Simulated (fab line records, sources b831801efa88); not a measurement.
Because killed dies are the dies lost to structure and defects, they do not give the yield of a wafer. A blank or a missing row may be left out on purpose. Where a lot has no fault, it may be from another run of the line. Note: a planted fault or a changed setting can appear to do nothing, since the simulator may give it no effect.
Struck lot and sound lot, side by side | flow gf180mcu | 17 out of 602 route steps
Sound: these wafers, L907.1, L907.3, L907.5. Wafers struck: L915.1, L915.2, L915.3. The cause is named last.
For every step that has rows: the tool of each side, followed by ch and its chambers, followed by its first start. Under that, the readings that differ: sound wafers | struck wafers | difference of the means | sigmas: that difference in standard deviations of wafers without a fault.
alike: readings with means less than 2 such deviations apart, plus words and numbers identical on both sides. not compared: withheld readings, readings lacking a value on some wafer, bounds such as >300 that could conceal the same value, and numbers that have no deviation in the record and whose values overlap.
A row with sigmas, a row that says differs or no value, or rows on one side alone: a step with any of these is where the two part. When numbers do not overlap yet have no deviation, they are printed without sigmas and do not part them. A reading missing from all wafers of one side parts the sides only when that side holds two or more wafers.

GF_M2_SPUTTER_00: material Ti, target thk 37.5 nm, time 150 s.
  sound on pvd-sputter-04 at day 20 23:58; struck on pvd-sputter-03 at day 23 21:13
  alike: cathode-dc-power-W, throttle-valve-pct
GF_M2_SPUTTER_01: material TiN, target thk 30 nm, time 24.14 s.
  sound on pvd-sputter-04 at day 21 00:04; struck on pvd-sputter-03 at day 23 21:19
  alike: cathode-dc-power-W, throttle-valve-pct
GF_M2_SPUTTER_02: material AlCu, target thk 450 nm, time 23.9 s.
  sound on pvd-sputter-04 at day 21 00:05; struck on pvd-sputter-03 at day 23 21:21
  alike: cathode-dc-power-W, throttle-valve-pct
GF_M2_SPUTTER_03: material Ti, target thk 10 nm, time 6.7 s.
  sound on pvd-sputter-04 at day 21 00:07; struck on pvd-sputter-03 at day 23 21:23
  alike: cathode-dc-power-W, throttle-valve-pct
GF_M2_SPUTTER_04: material TiN, target thk 50 nm, time 41.7 s.
  sound on pvd-sputter-04 at day 21 00:08; struck on pvd-sputter-03 at day 23 21:24
  alike: cathode-dc-power-W, throttle-valve-pct
GF_M2_RS_MEAS_05: the measuring method here is four-point-probe.
  sound on film-metro-04 at day 21 00:11; struck on film-metro-02 at day 23 21:26
  alike: M2_ALCU_RS
GF_M2_THK_MEAS_06: measures by xrf.
  sound on film-metro-04 at day 21 00:18; struck on film-metro-02 at day 23 21:34
  alike: M2_ALCU_THK
then, 5 steps without rows for these wafers: GF_M2_DEHYDRATE_07 (time 60 s); GF_M2_HMDS_08 (prime time 60 s); GF_M2_COAT_09 (resist thk 1000 nm); GF_M2_SOFTBAKE_10 (time 60 s); GF_M2_EXPOSE_11 (exposes mask Metal2, target cd 280 nm).
GF_M2_PEB_12: peb time 90 s.
  sound on litho-track-03 ch 0, day 21 23:58; struck on litho-track-03 ch 0, day 24 18:55
then, 1 step without rows for these wafers: GF_M2_DEVELOP_13 (develop time 60 s).
GF_M2_CD_MEAS_14: the cd target is 280 nm.
  sound on cd-sem-02 at day 22 00:19; struck on cd-sem-02 at day 24 19:16
  reading    | sound             | struck            | difference | sigmas
  cd-nm (nm) | 278.7 278.5 278.6 | 274.4 273.9 272.8 | -4.9       | -4
GF_M2_OVL_MEAS_15:
  sound on overlay-02 at day 22 00:26; struck on overlay-01 at day 24 19:23
  alike: M2_OVL
-- the record jumps here: 8 days lie between the struck wafers' starts before and after (it left off in module M2 and takes up again in module PASSIVATION, whose first step shown is number 602 of the route) --
GF_PASSIVATION_PROBE_99:
  only the struck wafers here have rows in the record (prober-01, day 33 07:10); the sound ones have none

== WHERE THEY PART ==
First at GF_M2_CD_MEAS_14; last, within this record, at GF_PASSIVATION_PROBE_99.

WHY: whatever the simulator had introduced
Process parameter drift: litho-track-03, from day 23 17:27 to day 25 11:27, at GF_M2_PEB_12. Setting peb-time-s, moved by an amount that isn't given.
